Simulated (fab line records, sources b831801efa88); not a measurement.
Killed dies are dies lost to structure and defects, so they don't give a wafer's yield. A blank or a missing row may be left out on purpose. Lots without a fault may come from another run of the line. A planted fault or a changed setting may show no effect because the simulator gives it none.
A struck lot beside a sound one | flow sfq_line | 17 steps out of a route of 325
Sound: wafers L175.2, L175.3, L175.4. Struck: wafers L182.1, L182.3, L182.5. The cause comes at the end.
At each step with rows: each side's tool, then ch and its chambers, then its first start. Under that, the readings that differ: sound wafers | struck wafers | difference of the means | sigmas: that difference in standard deviations of wafers without a fault.
alike: readings whose means differ by less than 2 such deviations, and words and numbers that are the same on both sides. not compared: withheld readings, readings that some wafer has no value for, bounds like >300 that may hide the same value, and numbers for which the record gives no deviation and whose values overlap.
The two part at a step that has a row with sigmas, a row that says differs or no value, or rows on one side only. Numbers that don't overlap but have no deviation are shown without sigmas and don't part them. A reading that every wafer of one side lacks parts them only if that side has two wafers or more.

SFQ_M0_OVL_MEAS_906:
  sound on overlay-02, day 8 08:52; struck on overlay-01, day 10 01:28
  alike: M0_OVL
then, 2 steps without rows for these wafers: SFQ_TRILAYER_M0_BARC_OPEN_METAL_ETCH_031 (etches BARC in O2, target depth 125 nm, time 41.7 s); SFQ_TRILAYER_M0_ETCH_METAL_ETCH_024 (etches Nb in Cl2/Ar, stops on SiO2, target depth 240 nm, time 120 s).
SFQ_TRILAYER_M0_STRIP_STRIP_025: strips in O2.
  sound on rie_metal-01 ch 0,1, day 8 09:05; struck on rie_metal-01 ch 0,1, day 10 01:41
  alike: chamber_pressure_mTorr, drypump_motor_current_A, oes_product_au
  not compared: rf_hours_counter_h
then, 1 step without rows for these wafers: SFQ_TRILAYER_M0_STRIP_SOLV_CLEAN_026 (cleans in NMP, time 600 s).
SFQ_TRILAYER_I0_DEP_PECVD_027: deposits SiO2 from SiH4/N2O, time 111.11 s, target thk 500 nm.
  sound on pecvd-02 ch 0,1, day 8 09:51; struck on pecvd-04 ch 0,2, day 10 02:27
  reading                | sound          | struck         | difference | sigmas
  throttle_valve_pct (%) | 24.4 26.4 25.9 | 22.3 23.6 22.3 | -2.8       | -2
  alike: heater_power_w
SFQ_TRILAYER_I0_CMP_CMP_028: polishes SiO2.
  sound on cmp-02 ch 0,1,3, day 8 09:56; struck on cmp-01 ch 0,1,3, day 10 02:32
  alike: motor_current_A, time_to_endpoint_s
SFQ_I0_BOW_MEAS_907:
  sound on film_metro-03, day 8 12:57; struck on film_metro-03, day 10 05:32
  alike: I0_BOW
SFQ_TRILAYER_I0_METRO_MEASURE_029:
  sound on film_metro-03, day 8 13:15; struck on film_metro-03, day 10 05:39
  alike: thk_nm
then, 3 steps without rows for these wafers: SFQ_TRILAYER_I0_VIA_LITHO_COAT_036 (resist thk 62 nm); SFQ_TRILAYER_I0_VIA_LITHO_COAT_031 (resist thk 650 nm); SFQ_TRILAYER_I0_VIA_LITHO_SOFTBAKE_035.
-- the record jumps here: 5 days lie between the struck wafers' starts before and after --
SFQ_TRILAYER_I0_VIA_LITHO_EXPOSE_032: exposes mask I0, target cd 500 nm.
  sound on krf_scanner-02 ch 0, day 12 12:32; struck on krf_scanner-01 ch 0, day 15 03:42
  reading                    | sound             | struck         | difference | sigmas
  model.I0.overlay_x_nm (nm) | 1.968 1.968 1.968 | 50.2 50.2 50.2 | +48.2      |
  alike: mask
then, 2 steps without rows for these wafers: SFQ_TRILAYER_I0_VIA_LITHO_PEB_034 (peb time 60 s); SFQ_TRILAYER_I0_VIA_LITHO_DEVELOP_033 (time 60 s).
SFQ_I0_OVL_MEAS_908:
  sound on overlay-01, day 12 13:50; struck on overlay-02, day 15 05:12
  reading     | sound  | struck   | difference | sigmas
  I0_OVL (nm) | 1 0 -4 | 49 44 41 | +46        | +9
SFQ_TRILAYER_I0_VIA_BARC_OPEN_VIA_ETCH_046: etches BARC in O2, target depth 125 nm, time 41.7 s.
  sound on rie_diel-01 ch 0,1,3, day 12 13:52; struck on rie_diel-02 ch 0,2,3, day 15 05:14
  reading               | sound             | struck            | difference | sigmas
  oes_product_au (a.u.) | 0.682 0.675 0.673 | 0.680 0.684 0.698 | +0.011     | +2
  alike: chamber_pressure_mTorr, drypump_motor_current_A
  not compared: rf_hours_counter_h

WHERE THEY PART
First at SFQ_TRILAYER_I0_DEP_PECVD_027; last, within this record, at SFQ_TRILAYER_I0_VIA_BARC_OPEN_VIA_ETCH_046.

WHY: what the simulator had put in
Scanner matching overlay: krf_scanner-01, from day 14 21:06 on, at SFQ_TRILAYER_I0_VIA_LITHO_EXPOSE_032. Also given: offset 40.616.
